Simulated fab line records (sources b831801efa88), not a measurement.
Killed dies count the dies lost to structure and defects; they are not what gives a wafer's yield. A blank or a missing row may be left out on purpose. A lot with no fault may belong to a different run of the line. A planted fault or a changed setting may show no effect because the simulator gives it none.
The tool behind it: which one? :: flow sky130 :: Sampling: 14 lots, 42 wafers, 2 of 708 route steps

## WHAT THE GAUGES READ, wafer by wafer
The record holds no reading of a measuring or inspecting step that can be judged against a usual standard deviation.

## EACH LOT AND THE TOOL THAT RAN IT (in order: tool; ch and the chambers of the sampled wafers; start)
lot: L332
SKY_METAL5_SOFTBAKE_10: litho track-04 ch 0, day 43 05:01
SKY_PAD_OPEN_PROBE_99: -

lot: L333
SKY_METAL5_SOFTBAKE_10: litho track-04 ch 0, day 43 22:23
SKY_PAD_OPEN_PROBE_99: -

lot: L335
SKY_METAL5_SOFTBAKE_10: litho track-01 ch 0, day 44 00:52
SKY_PAD_OPEN_PROBE_99: prober-01, day 46 08:04

lot: L336
SKY_METAL5_SOFTBAKE_10: litho track-04 ch 0, day 44 09:11
SKY_PAD_OPEN_PROBE_99: -

lot: L337
SKY_METAL5_SOFTBAKE_10: litho track-01 ch 0, day 44 11:58
SKY_PAD_OPEN_PROBE_99: -

lot: L338
SKY_METAL5_SOFTBAKE_10: litho track-03 ch 0, day 44 22:20
SKY_PAD_OPEN_PROBE_99: prober-02, day 47 06:29

lot: L340
SKY_METAL5_SOFTBAKE_10: litho track-03 ch 0, day 45 04:50
SKY_PAD_OPEN_PROBE_99: -

lot: L339
SKY_METAL5_SOFTBAKE_10: litho track-04 ch 0, day 45 07:06
SKY_PAD_OPEN_PROBE_99: -

lot: L346
SKY_METAL5_SOFTBAKE_10: litho track-01 ch 0, day 48 08:56
SKY_PAD_OPEN_PROBE_99: prober-02, day 50 11:26

lot: L351
SKY_METAL5_SOFTBAKE_10: litho track-03 ch 0, day 48 10:26
SKY_PAD_OPEN_PROBE_99: -

lot: L349
SKY_METAL5_SOFTBAKE_10: litho track-01 ch 0, day 48 10:59
SKY_PAD_OPEN_PROBE_99: prober-02, day 50 14:47

lot: L352
SKY_METAL5_SOFTBAKE_10: litho track-03 ch 0, day 48 11:45
SKY_PAD_OPEN_PROBE_99: -

lot: L353
SKY_METAL5_SOFTBAKE_10: litho track-03 ch 0, day 48 12:38
SKY_PAD_OPEN_PROBE_99: -

lot: L354
SKY_METAL5_SOFTBAKE_10: litho track-04 ch 0, day 48 13:57
SKY_PAD_OPEN_PROBE_99: -
- SKY_METAL5_SOFTBAKE_10: time 60 s.
- SKY_PAD_OPEN_PROBE_99

## WHAT THE TOOLS THEMSELVES READ (means of the sampled wafers that have a number; where no wafer has one, the mark that the record gives instead)
SKY_METAL5_SOFTBAKE_10.
lot: L332
tool: litho track-04
heater power total W (W): 56.62
plate temp C (C): 89.95

lot: L333
tool: litho track-04
heater power total W (W): 56.60
plate temp C (C): 90.10

lot: L335
tool: litho track-01
heater power total W (W): 56.58
plate temp C (C): 90.06

lot: L336
tool: litho track-04
heater power total W (W): 56.58
plate temp C (C): 90.00

lot: L337
tool: litho track-01
heater power total W (W): 56.56
plate temp C (C): 89.90

lot: L338
tool: litho track-03
heater power total W (W): 56.62
plate temp C (C): 90.02

lot: L340
tool: litho track-03
heater power total W (W): 56.59
plate temp C (C): 89.96

lot: L339
tool: litho track-04
heater power total W (W): 56.56
plate temp C (C): 89.96

lot: L346
tool: litho track-01
heater power total W (W): 58.48
plate temp C (C): 92.09

lot: L351
tool: litho track-03
heater power total W (W): 56.58
plate temp C (C): 90.01

lot: L349
tool: litho track-01
heater power total W (W): 58.50
plate temp C (C): 92.20

lot: L352
tool: litho track-03
heater power total W (W): 56.54
plate temp C (C): 89.83

lot: L353
tool: litho track-03
heater power total W (W): 56.60
plate temp C (C): 90.05

lot: L354
tool: litho track-04
heater power total W (W): 56.63
plate temp C (C): 89.90

SKY_PAD_OPEN_PROBE_99.
lot: L335
tool: prober-01
defect limited yield (%): 82.6
killed_at_M0_to_M3: 44
killed_at_M4_up: 4.3
killed at contacts: 19
killed at front end: 18
killed at other: 0.0
killed dies: 85
killed open: 47
killed short: 37
sort_bin_3_pad_short (%): 0.7
sort_bin_5_function (%): 10.7
sort_bin_6_memory (%): 6.0
sort n pass: 407
sort yield pct (%): 82.6

lot: L338
tool: prober-02
defect limited yield (%): 82.9
killed_at_M0_to_M3: 39
killed_at_M4_up: 5.0
killed at contacts: 25
killed at front end: 15
killed at other: 0.3
killed dies: 84
killed open: 48
killed short: 36
sort_bin_3_pad_short (%): 0.3
sort_bin_5_function (%): 11.3
sort_bin_6_memory (%): 5.4
sort n pass: 408
sort yield pct (%): 82.9

lot: L346
tool: prober-02
defect limited yield (%): 84.3
killed_at_M0_to_M3: 36
killed_at_M4_up: 3.3
killed at contacts: 19
killed at front end: 19
killed at other: 0.0
killed dies: 77
killed open: 42
killed short: 34
sort_bin_3_pad_short (%): 0.6
sort_bin_5_function (%): 8.8
sort_bin_6_memory (%): 6.2
sort n pass: 415
sort yield pct (%): 84.3

lot: L349
tool: prober-02
defect limited yield (%): 84.1
killed_at_M0_to_M3: 49
killed_at_M4_up: 2.3
killed at contacts: 17
killed at front end: 9
killed at other: 0.7
killed dies: 78
killed open: 40
killed short: 38
sort_bin_3_pad_short (%): 0.8
sort_bin_5_function (%): 9.2
sort_bin_6_memory (%): 5.9
sort n pass: 414
sort yield pct (%): 84.1

## THE ANSWER, worked out from the rows above alone
Rule: usual is defined by the lots themselves. Put in order of their means at a reading, lots are off if they are a third of the lots or fewer, leave a main group of 4 or more, and stand apart from it by a gap of 3 or more times the standard deviation of the main group's means; of several such gaps the widest counts. A main group is skipped when, at the precision printed for the reading in the tables above, its means are all equal. Also off: a lot with no number at a reading for which 4 or more lots have one. Any other lot the step has rows for is counted as sound. The gauges are gone through in route order, then the tools' own readings, and for those a lot's mean is taken as printed above. The first step at which some lot is off is used, and at that step the reading that is off furthest; a lot without a number counts as furthest.
Off, at SKY_METAL5_SOFTBAKE_10 on heater power total W: L346, L349. The main group: mean 56.59 W, standard deviation 0.026.
If a tool, at that step or one of the process steps before it, ran each lot that is off and ran no sound lot following the first of them, it fits. One candidate fits, namely litho track-01 at SKY_METAL5_SOFTBAKE_10. Its last sound lot is L337 (day 44 11:58), its first lot that is off L346 (day 48 08:56): a fault that began between those two fits.
The tool's own readings at SKY_METAL5_SOFTBAKE_10 bear it out: on the lots that are off they differ by more than 5 times the standard deviation of the sound lots' means. heater power total W reads 58.49 W there against 56.59 W on the sound lots; plate temp C reads 92.15 C there against 89.98 C on the sound lots.

## WHAT THE SIMULATOR HAD PUT IN
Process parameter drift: litho track-01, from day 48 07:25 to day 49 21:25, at SKY_METAL5_SOFTBAKE_10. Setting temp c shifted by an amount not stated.
Shown lots that were struck: L346, L349. Same finding as the rule above.
